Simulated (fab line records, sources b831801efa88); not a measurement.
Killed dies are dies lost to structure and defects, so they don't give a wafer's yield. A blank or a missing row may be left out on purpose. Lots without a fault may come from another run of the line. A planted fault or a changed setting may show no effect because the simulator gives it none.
A struck lot beside a sound one | flow sky130 | 43 steps out of a route of 708
Sound: wafers L234.1, L234.4, L234.5. Struck: wafer L251.4. (L251.1, L251.6 of the same lot were not struck and are left out.) The cause comes at the end.
At each step with rows: each side's tool, then ch and its chambers, then its first start. Under that, the readings that differ: sound wafers | struck wafers | difference of the means | sigmas: that difference in standard deviations of wafers without a fault.
alike: readings whose means differ by less than 2 such deviations, and words and numbers that are the same on both sides. not compared: withheld readings, readings that some wafer has no value for, bounds like >300 that may hide the same value, and numbers for which the record gives no deviation and whose values overlap.
The two part at a step that has a row with sigmas, a row that says differs or no value, or rows on one side only. Numbers that don't overlap but have no deviation are shown without sigmas and don't part them. A reading that every wafer of one side lacks parts them only if that side has two wafers or more.

first, 1 step without rows for these wafers: SKY_FIELD_ISO_CVD_03 (deposits Si3N4 from DCS/NH3, target thk 165 nm, time 2830 s).
SKY_FIELD_ISO_THK_MEAS_04:
  sound on film_metro-02, day 1 21:20; struck on film_metro-02, day 5 09:40
  reading                   | sound             | struck | difference | sigmas
  FIELD_ISO_CVD_03_THK (nm) | 168.1 167.1 167.5 | 163.2  | -4.4       | -3
then, 8 steps without rows for these wafers: SKY_FIELD_ISO_DEHYDRATE_05 (time 60 s); SKY_FIELD_ISO_HMDS_06 (prime time 60 s); SKY_FIELD_ISO_COAT_07 (resist thk 60 nm); SKY_FIELD_ISO_COAT_08 (resist thk 450 nm); SKY_FIELD_ISO_SOFTBAKE_09 (time 90 s); SKY_FIELD_ISO_EXPOSE_10 (exposes mask FOM, target cd 150 nm); SKY_FIELD_ISO_PEB_11; SKY_FIELD_ISO_DEVELOP_12 (develop time 60 s).
SKY_FIELD_ISO_CD_MEAS_13: target cd 150 nm.
  sound on cd_sem-01, day 2 11:57; struck on cd_sem-02, day 6 03:27
  reading    | sound             | struck | difference | sigmas
  cd_nm (nm) | 150.7 152.6 152.4 | 148.4  | -3.5       | -2
SKY_FIELD_ISO_ETCH_14: etches BARC in N2/H2, stops on SiO2, time 45.9 s, target depth 60 nm.
  sound on rie_diel-04 ch 2,3, day 2 12:04; struck on rie_diel-01 ch 0, day 6 03:34
  alike: drypump_motor_current_A, oes_product_au, throttle_valve_pct
  not compared: rf_hours_counter_h
SKY_FIELD_ISO_ETCH_15: etches the open film in CHF3/O2, stops on Si, target depth 180 nm, time 72 s.
  sound on rie_diel-04 ch 2,3, day 2 12:08; struck on rie_diel-01 ch 0, day 6 03:37
  alike: O2_flow_sccm, drypump_motor_current_A, oes_product_au, throttle_valve_pct
  not compared: rf_hours_counter_h
SKY_FIELD_ISO_STRIP_16: strips in O2/N2.
  sound on plasma_asher-01 ch 0,1, day 2 12:13; struck on plasma_asher-01 ch 0, day 6 03:40
  alike: drypump_motor_current_A, oes_product_au, strip_time_to_endpoint_s
  not compared: rf_hours_counter_h
SKY_FIELD_ISO_ETCH_17: etches Si in HBr/Cl2/O2, target depth 342 nm, time 97.7 s.
  sound on rie_si-01 ch 0,2,3, day 2 12:19; struck on rie_si-01 ch 3, day 6 03:46
  alike: HBr_flow_sccm, O2_flow_sccm, drypump_motor_current_A, oes_product_au, throttle_valve_pct
  not compared: rf_hours_counter_h
then, 5 steps without rows for these wafers: SKY_FIELD_ISO_WET_ETCH_18 (etches Si3N4 in H3PO4, target depth 25 nm, time 286 s); SKY_FIELD_ISO_CLEAN_19 (cleans in SC1/SC2, time 150 s); SKY_FIELD_ISO_CLEAN_20 (cleans in dHF, time 20 s); SKY_FIELD_ISO_WET_ETCH_21 (etches SiO2 in dHF, target depth 20 nm, time 400 s); SKY_FIELD_ISO_OXIDATION_22 (stabilise 600 s, purge 300 s, target thk 10 nm).
SKY_FIELD_ISO_THK_MEAS_23:
  sound on film_metro-04, day 2 13:50; struck on film_metro-02, day 6 07:05
  alike: FIELD_ISO_OXIDATION_01_THK
then, 1 step without rows for these wafers: SKY_FIELD_ISO_CVD_24 (deposits SiO2, target thk 595 nm, time 99.2 s).
SKY_FIELD_ISO_THK_MEAS_25:
  sound on film_metro-02, day 2 13:58; struck on film_metro-04, day 6 07:13
  alike: FIELD_ISO_CVD_24_THK
then, 1 step without rows for these wafers: SKY_FIELD_ISO_ANNEAL_26 (time 1800 s).
SKY_FIELD_ISO_CMP_27: polishes, stops on Si3N4, t overpolish 16 s, target thk 457.8 nm.
  sound on cmp-02 ch 0,2, day 2 15:31; struck on cmp-01 ch 3, day 6 08:53
  reading                      | sound             | struck | difference | sigmas
  retaining_ring_pressure_frac | 0.992 1.009 1.004 | 0.988  | -0.014     | -3
  time_to_endpoint_s (s)       | 109 97 100        | 118    | +16        | +2
  alike: edge_zone_pressure_frac, motor_current_A, overpolish_run_s, platen_rpm
then, 5 steps without rows for these wafers: SKY_FIELD_ISO_WET_ETCH_28 (etches SiO2 in dHF, target depth 23.7 nm, time 47 s); SKY_FIELD_ISO_WET_ETCH_29 (etches Si3N4 in H3PO4, target depth 160 nm, time 1825 s); SKY_FIELD_ISO_WET_ETCH_30 (etches SiO2 in dHF, target depth 25 nm, time 50 s); SKY_NWELL_CLEAN_00 (cleans in SC1/SC2, time 150 s); SKY_NWELL_OXIDATION_01 (stabilise 600 s, purge 300 s, target thk 10 nm).
SKY_NWELL_THK_MEAS_02:
  sound on film_metro-04, day 2 19:17; struck on film_metro-03, day 6 11:20
  alike: NWELL_OXIDATION_THK
then, 8 steps without rows for these wafers: SKY_DNWELL_DEHYDRATE_00 (time 60 s); SKY_DNWELL_HMDS_01 (prime time 60 s); SKY_DNWELL_COAT_02 (resist thk 3000 nm); SKY_DNWELL_SOFTBAKE_03; SKY_DNWELL_EXPOSE_04 (exposes mask DNM, target cd 3000 nm); SKY_DNWELL_PEB_05; SKY_DNWELL_DEVELOP_06 (develop time 60 s); SKY_DNWELL_IMPLANT_07.
SKY_DNWELL_STRIP_08: strips in O2/N2.
  sound on plasma_asher-04 ch 0,1, day 3 10:53; struck on plasma_asher-04 ch 0, day 7 04:54
  alike: drypump_motor_current_A, oes_product_au, strip_time_to_endpoint_s
  not compared: rf_hours_counter_h
SKY_DNWELL_TW_MEAS_09:
  sound on film_metro-01, day 3 10:59; struck on film_metro-03, day 7 05:00
  alike: DNWELL_TW
then, 1 step without rows for these wafers: SKY_PWDE_DEHYDRATE_00 (time 60 s).
-- the record jumps here: 43 days lie between the struck wafers' starts before and after (it left off in module PWDE and takes up again in module PAD_OPEN, whose first step shown is number 708 of the route) --
SKY_PAD_OPEN_PROBE_99:
  sound on prober-02, day 45 16:25; struck on prober-02, day 50 15:11
  reading             | sound    | struck | difference | sigmas
  killed_at_front_end | 9 15 16  | 45     | +32        | +7
  killed_dies         | 92 91 87 | 116    | +26        | +3
  alike: killed_at_M0_to_M3, killed_at_M4_up, killed_at_contacts, killed_at_other, killed_open, killed_short

WHERE THEY PART
First at SKY_FIELD_ISO_THK_MEAS_04; last, within this record, at SKY_PAD_OPEN_PROBE_99.

WHY: what the simulator had put in
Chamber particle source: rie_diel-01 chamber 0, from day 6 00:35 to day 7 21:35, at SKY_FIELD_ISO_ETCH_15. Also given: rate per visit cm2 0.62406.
